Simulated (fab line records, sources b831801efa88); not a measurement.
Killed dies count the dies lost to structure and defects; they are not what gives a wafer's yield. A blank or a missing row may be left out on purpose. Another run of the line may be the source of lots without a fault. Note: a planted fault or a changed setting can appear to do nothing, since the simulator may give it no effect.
2 desks looking at one fault + flow sky130 + numbers are kept per desk, each desk with only its own; the story behind them comes last

== THE METROLOGY DESK ==
Means of the sampled wafers that have a number, per lot and without regard to the tool the lot ran on: this is what the gauges read. Marked OUT: a lot whose mean sits more than 4 standard deviations from the usual mean, which makes it out of limits; the brackets give that distance.
Columns: A = SD_N_TW at SKY_SD_N_TW_MEAS_12, usual 3971
| lot  | first seen here | A    |
|------|-----------------|------|
| L460 | day 28 14:17    | 3976 |
| L461 | day 29 00:09    | 3946 |
| L462 | day 29 16:58    | 3967 |
| L471 | day 32 10:05    | 4035 |
| L472 | day 32 20:50    | 3985 |
| L473 | day 33 11:01    | 4026 |
| L475 | day 34 04:11    | 3938 |
| L477 | day 34 08:08    | 3953 |
| L479 | day 35 05:31    | 3947 |
| L480 | day 35 06:35    | 3973 |
| L481 | day 35 11:53    | 3987 |
Result from this desk: across the 11 lots, nothing is out of limits.

== FOR THE TOOL OWNER'S DESK: rie-diel-01 ==
The tool's own readings at SKY_LI_CONTACT_ETCH_15 (etches PSG in C4F8/O2/Ar, stops on Si, target depth 600 nm): means of the sampled wafers that have a number, for each lot that ran on this tool. Marked OUT: a lot whose mean sits more than 4 standard deviations from the usual mean, which makes it out of limits; the brackets give that distance.
Columns: A = bias-w at SKY_LI_CONTACT_ETCH_15, usual 1200 W; B = chamber-pressure-mTorr at SKY_LI_CONTACT_ETCH_15, usual 39.99 mTorr; C = oes-product-au at SKY_LI_CONTACT_ETCH_15, usual 0.837 a.u.
| lot  | first seen here | A             | B     | C     |
|------|-----------------|---------------|-------|-------|
| L460 | day 29 18:58    | 1204          | 39.97 | 0.837 |
| L461 | day 30 05:38    | 982 (-59) OUT | 39.99 | 0.842 |
| L462 | day 30 22:27    | 983 (-59) OUT | 40.02 | 0.835 |
| L473 | day 34 15:48    | 1195          | 40.02 | 0.839 |
| L479 | day 36 08:35    | 1199          | 39.97 | 0.834 |
| L480 | day 36 10:16    | 1203          | 39.99 | 0.836 |
| L481 | day 36 15:24    | 1200          | 39.98 | 0.839 |
This desk's verdict: out of limits on L461, L462, starting with L461 at day 30 05:38 (bias-w at SKY_LI_CONTACT_ETCH_15). L460, L473, L479, L480, L481 stayed within limits.

== ALL TOGETHER ==
An alarm could have come from the tool owner's desk at day 30 05:38, on L461, L462.
Metrology desk: nothing out of limits seen.
The metrology desk holds a record of L461, L462, inside its limits.
All the named lots went through SKY_LI_CONTACT_ETCH_15 on rie-diel-01.

== WHAT THE SIMULATOR PUT IN ==
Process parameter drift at SKY_LI_CONTACT_ETCH_15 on rie-diel-01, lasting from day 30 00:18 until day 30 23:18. From 1200, the setting bias-w moved by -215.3. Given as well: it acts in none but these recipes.
Struck lots among those shown: L461, L462.
Time in hours from fault onset to the first out-of-limits reading at each desk: the tool owner's desk, 5.
